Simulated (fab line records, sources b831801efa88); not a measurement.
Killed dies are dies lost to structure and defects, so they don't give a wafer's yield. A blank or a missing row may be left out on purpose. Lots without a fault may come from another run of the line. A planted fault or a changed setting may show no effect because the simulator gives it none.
One fault seen from 2 desks | flow sky130 | each desk has only its own numbers; what lay behind them comes last

THE METROLOGY DESK
What the gauges read, lot by lot, whatever tool the lot ran on: means of the sampled wafers that have a number. A lot is out of limits, marked OUT, if its mean lies more than 4 standard deviations from the usual mean; the brackets give that distance.
Columns: A = NWELL_OXIDATION_THK at SKY_NWELL_THK_MEAS_02, usual 10.05 nm; B = SONOS_ONO_OVL at SKY_SONOS_ONO_OVL_MEAS_14, usual -0.4 nm; C = LI_CONTACT_HDPCVD_THK at SKY_LI_CONTACT_THK_MEAS_01, usual 933 nm
lot  | first seen here | A     | B    | C
L542 | day 2 12:55     | 9.94  | 0.3  | 925
L543 | day 2 18:05     | 10.28 | 1.6  | 919
L545 | day 3 06:52     | 9.99  | -1.3 | 924
L546 | day 3 08:15     | 10.01 | 0.6  | 937
L548 | day 3 19:53     | 9.70  | 0.0  | 943
L551 | day 4 11:38     | 10.13 | 0.2  | 951
L553 | day 4 21:47     | 9.94  | 2.3  | 1033 (+10) OUT
L562 | day 6 23:01     | 10.26 | -0.0 | 935
L563 | day 7 07:56     | 10.08 | 0.8  | 934
L564 | day 7 09:30     | 9.93  | -1.0 | 925
L565 | day 7 13:29     | 10.12 | -1.4 | 921
This desk's finding: out of limits on L553; first on L553, day 31 17:25 (LI_CONTACT_HDPCVD_THK at SKY_LI_CONTACT_THK_MEAS_01). In limits: L542, L543, L545, L546, L548, L551, L562, L563, L564, L565.

THE TOOL OWNER'S DESK: hdpcvd-02
The tool's own readings at SKY_LI_CONTACT_HDPCVD_00 (deposits PSG, target thk 930 nm, time 155 s): means of the sampled wafers that have a number, for each lot that ran on this tool. A lot is out of limits, marked OUT, if its mean lies more than 4 standard deviations from the usual mean; the brackets give that distance.
Columns: A = run_length_s at SKY_LI_CONTACT_HDPCVD_00, usual 182.9 s
lot  | first seen here | A
L542 | day 27 23:05    | 182.9
L546 | day 29 15:54    | 183.1
L548 | day 30 00:17    | 182.5
L551 | day 31 02:53    | 182.8
L553 | day 31 17:18    | 198.4 (+19) OUT
L562 | day 34 18:27    | 182.9
L564 | day 35 07:41    | 182.6
This desk's finding: out of limits on L553; first on L553, day 31 17:18 (run_length_s at SKY_LI_CONTACT_HDPCVD_00). In limits: L542, L546, L548, L551, L562, L564.

PUT TOGETHER
The tool owner's desk could have raised an alarm at day 31 17:18, on L553.
The metrology desk could have raised an alarm at day 31 17:25, on L553.
Of the lots named, all ran SKY_LI_CONTACT_HDPCVD_00 on hdpcvd-02.

WHAT THE SIMULATOR HAD PUT IN
Process parameter drift: hdpcvd-02, from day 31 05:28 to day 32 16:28, at SKY_LI_CONTACT_HDPCVD_00. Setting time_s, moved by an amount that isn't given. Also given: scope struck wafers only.
Lots struck among those shown: L553.
Hours from the fault's start to each desk's first reading out of limits: the tool owner's desk, 12; the metrology desk, 12.
